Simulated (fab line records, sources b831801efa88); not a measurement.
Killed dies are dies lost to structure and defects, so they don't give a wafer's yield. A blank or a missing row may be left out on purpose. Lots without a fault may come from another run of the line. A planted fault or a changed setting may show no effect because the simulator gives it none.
A struck lot beside a sound one | flow sky130 | 15 steps out of a route of 708
Sound: wafers L459.1, L459.4, L459.6. Struck: wafers L475.1, L475.6. (L475.5 of the same lot was not struck and is left out.) The cause comes at the end.
At each step with rows: each side's tool, then ch and its chambers, then its first start. Under that, the readings that differ: sound wafers | struck wafers | difference of the means | sigmas: that difference in standard deviations of wafers without a fault.
alike: readings whose means differ by less than 2 such deviations, and words and numbers that are the same on both sides. not compared: withheld readings, readings that some wafer has no value for, bounds like >300 that may hide the same value, and numbers for which the record gives no deviation and whose values overlap.
The two part at a step that has a row with sigmas, a row that says differs or no value, or rows on one side only. Numbers that don't overlap but have no deviation are shown without sigmas and don't part them. A reading that every wafer of one side lacks parts them only if that side has two wafers or more.

first, 8 steps without rows for these wafers: SKY_FIELD_ISO_DEHYDRATE_05 (time 60 s); SKY_FIELD_ISO_HMDS_06 (prime time 60 s); SKY_FIELD_ISO_COAT_07 (resist thk 60 nm); SKY_FIELD_ISO_COAT_08 (resist thk 450 nm); SKY_FIELD_ISO_SOFTBAKE_09 (time 90 s); SKY_FIELD_ISO_EXPOSE_10 (exposes mask FOM, target cd 150 nm); SKY_FIELD_ISO_PEB_11; SKY_FIELD_ISO_DEVELOP_12 (develop time 60 s).
SKY_FIELD_ISO_CD_MEAS_13: target cd 150 nm.
  sound on cd_sem-01, day 2 14:20; struck on cd_sem-02, day 5 20:47
  alike: cd_nm
SKY_FIELD_ISO_ETCH_14: etches BARC in N2/H2, stops on SiO2, time 45.9 s, target depth 60 nm.
  sound on rie_diel-04 ch 0,2, day 2 14:28; struck on rie_diel-01 ch 0,2, day 5 20:54
  alike: drypump_motor_current_A, h2_flow_sccm, oes_product_au, run_length_s, throttle_valve_pct
  not compared: rf_hours_counter_h
SKY_FIELD_ISO_ETCH_15: etches the open film in CHF3/O2, stops on Si, target depth 180 nm, time 72 s.
  sound on rie_diel-04 ch 0,2, day 2 14:30; struck on rie_diel-01 ch 0,2, day 5 20:56
  alike: drypump_motor_current_A, oes_product_au, run_length_s, throttle_valve_pct
  not compared: rf_hours_counter_h
SKY_FIELD_ISO_STRIP_16: strips in O2/N2.
  sound on plasma_asher-01 ch 1, day 2 14:34; struck on plasma_asher-01 ch 0,1, day 5 21:00
  alike: drypump_motor_current_A, oes_product_au, strip_time_to_endpoint_s
  not compared: rf_hours_counter_h
SKY_FIELD_ISO_ETCH_17: etches Si in HBr/Cl2/O2, target depth 342 nm, time 97.7 s.
  sound on rie_si-02 ch 1,2, day 2 14:40; struck on rie_si-01 ch 0,2, day 5 21:06
  reading                               | sound             | struck      | difference | sigmas
  run_length_s (s)                      | 126.6 125.8 125.5 | 137.8 139.4 | +12.6      | +32
  model.FIELD_ISO.feature_depth_nm (nm) | 343.3 344.8 342.3 | 386.8 377.5 | +38.7      |
  model.etch.depth_nm (nm)              | 343.3 344.8 342.3 | 386.8 377.5 | +38.7      |
  alike: drypump_motor_current_A, oes_product_au, throttle_valve_pct
  not compared: rf_hours_counter_h
then, 1 step without rows for these wafers: SKY_FIELD_ISO_WET_ETCH_18 (etches Si3N4 in H3PO4, target depth 25 nm, time 286 s).
-- the record jumps here: 44 days lie between the struck wafers' starts before and after (it left off in module FIELD_ISO and takes up again in module PAD_OPEN, whose first step shown is number 708 of the route) --
SKY_PAD_OPEN_PROBE_99:
  sound on prober-02, day 45 23:26; struck on prober-02, day 49 16:03
  reading                                 | sound                         | struck              | difference | sigmas
  model.etest.res_p_drift_20v.line_ohm_um | 1.044e+04 1.062e+04 1.055e+04 | 1.856e+04 1.574e+04 | +6.613e+03 |
  model.etest.res_p_drift_20v.rs_ohm_sq   | 8840 8826 8751                | 1.55e+04 1.332e+04  | +5.60e+03  |
  model.etest.pfet_16v.r_on_ohm_um        | 1.543e+04 1.549e+04 1.542e+04 | 1.75e+04 1.689e+04  | +1.75e+03  |
  model.etest.res_iso_pwell.rs_ohm_sq     | 3047 3082 3024                | 4178 3661           | +868       |
  model.etest.res_iso_pwell.line_ohm_um   | 1162 1183 1148                | 1599 1367           | +319       |
  model.etest.nfet_16v.r_on_ohm_um        | 1.366e+04 1.375e+04 1.374e+04 | 1.431e+04 1.428e+04 | +5.783e+02 |
  model.etest.res_nwell.line_ohm_um       | 1244 1245 1242                | 1544 1452           | +254       |
  model.etest.res_nwell.rs_ohm_sq         | 1044 1059 1044                | 1296 1204           | +201       |
  alike: killed_at_M0_to_M3, killed_at_M4_up, killed_at_contacts, killed_at_front_end, killed_at_other, killed_dies, killed_open, killed_short

WHERE THEY PART
Only at SKY_FIELD_ISO_ETCH_17, within this record. Later steps at which nothing parts them and some readings are alike: SKY_PAD_OPEN_PROBE_99.

WHY: what the simulator had put in
Process parameter drift: rie_si-01, from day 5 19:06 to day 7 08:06, at SKY_FIELD_ISO_ETCH_17. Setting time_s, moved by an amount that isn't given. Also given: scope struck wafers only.
